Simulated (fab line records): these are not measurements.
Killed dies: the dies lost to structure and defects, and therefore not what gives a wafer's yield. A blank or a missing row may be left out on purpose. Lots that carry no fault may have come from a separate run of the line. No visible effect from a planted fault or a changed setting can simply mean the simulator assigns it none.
A struck lot beside a sound one -- flow sky130 -- 15 steps out of a route of 708
Sound: wafers L671.2, L671.3, L671.4. Struck: wafer L688.6 (L688.1, L688.5, from the same lot, were not struck and are left out); the cause is given at the end.
Each step with rows lists, per side, the tool, then ch with its chambers, then its first start. Under that, the readings that differ: sound wafers -- struck wafers -- difference of the means -- sigmas: that difference in standard deviations of wafers without a fault.
alike: words and numbers the same on both sides, and readings whose means are apart by under 2 such deviations; not compared: readings that were withheld, readings missing a value for some wafer, numbers with overlapping values and no deviation given by the record, and bounds like >300 which may hide the same value.
The two part at a step that has a row with sigmas, a row that says differs or no value, or rows on one side only. When numbers do not overlap yet have no deviation, they are printed without sigmas and do not part them. Lack of a reading on every wafer of one side parts them only where that side has two or more wafers.

first, 4 steps without rows for these wafers: SKY_VT_ADJUST_NCORE_SOFTBAKE_03 (time 60 s); SKY_VT_ADJUST_NCORE_EXPOSE_04 (exposes mask LVTN COMPLEMENT THIN, target cd 380 nm); SKY_VT_ADJUST_NCORE_PEB_05; SKY_VT_ADJUST_NCORE_DEVELOP_06 (develop time 60 s).
SKY_VT_ADJUST_NCORE_CD_MEAS_07: target cd 380 nm.
  struck on cd_sem-01, day 14 06:48; sound on cd_sem-01, day 10 02:07
reading,sound,struck,difference,sigmas
cd_nm (nm),383.5 380.6 381.2,387.4,+5.6,+2
SKY_VT_ADJUST_NCORE_OVL_MEAS_08:
  struck on overlay-02, day 14 06:55; sound on overlay-01, day 10 02:13
  alike: VT_ADJUST_NCORE_OVL
following that, these wafers have no rows for 1 step: SKY_VT_ADJUST_NCORE_IMPLANT_09.
SKY_VT_ADJUST_NCORE_STRIP_10: strips in O2/N2.
  sound on plasma_asher-03 ch 0,1, day 10 02:23; struck on plasma_asher-03 ch 0, day 14 07:07
reading,sound,struck,difference,sigmas
strip_time_to_endpoint_s (s),14.12 14.15 14.14,14.26,+0.12,+3
  alike: drypump_motor_current_A, oes_product_au
  not compared: rf_hours_counter_h
SKY_VT_ADJUST_NCORE_TW_MEAS_11:
  struck on film_metro-01, day 14 07:13; sound on film_metro-02, day 10 02:30
  alike: VT_ADJUST_NCORE_TW
then, 3 steps without rows for these wafers: SKY_VT_ADJUST_HVTR_DEHYDRATE_00 (time 60 s); SKY_VT_ADJUST_HVTR_HMDS_01 (prime time 60 s); SKY_VT_ADJUST_HVTR_COAT_02 (resist thk 1140 nm).
SKY_VT_ADJUST_HVTR_SOFTBAKE_03: time 60 s.
  sound on litho_track-03 ch 0, day 10 12:52; struck on litho_track-02 ch 0, day 14 20:16
reading,sound,struck,difference,sigmas
heater_power_total_W (W),56.62 56.62 56.66,58.59,+1.96,+43
run_length_s (s),89.33 89.20 89.13,83.21,-6.01,-55
  alike: exhaust_pa
  not compared: plate_temp_C
then, 1 step without rows for these wafers: SKY_VT_ADJUST_HVTR_EXPOSE_04 (exposes mask HVTRM, target cd 380 nm).
-- the record jumps here: 36 days lie between the struck wafers' starts before and after (it left off in module VT_ADJUST_HVTR and takes up again in module PAD_OPEN, whose first step shown is number 708 of the route) --
SKY_PAD_OPEN_PROBE_99:
  struck on prober-01, day 50 10:57; sound on prober-01, day 47 02:46
reading,sound,struck,difference,sigmas
killed_open,49 39 52,31,-16,-2
killed_short,36 36 33,51,+16,+2
  alike: killed_at_M0_to_M3, killed_at_M4_up, killed_at_contacts, killed_at_front_end, killed_at_other, killed_dies

## WHERE THEY PART
Last at SKY_PAD_OPEN_PROBE_99 as far as this record goes, first at SKY_VT_ADJUST_NCORE_CD_MEAS_07.

WHY: what had been put in by the simulator
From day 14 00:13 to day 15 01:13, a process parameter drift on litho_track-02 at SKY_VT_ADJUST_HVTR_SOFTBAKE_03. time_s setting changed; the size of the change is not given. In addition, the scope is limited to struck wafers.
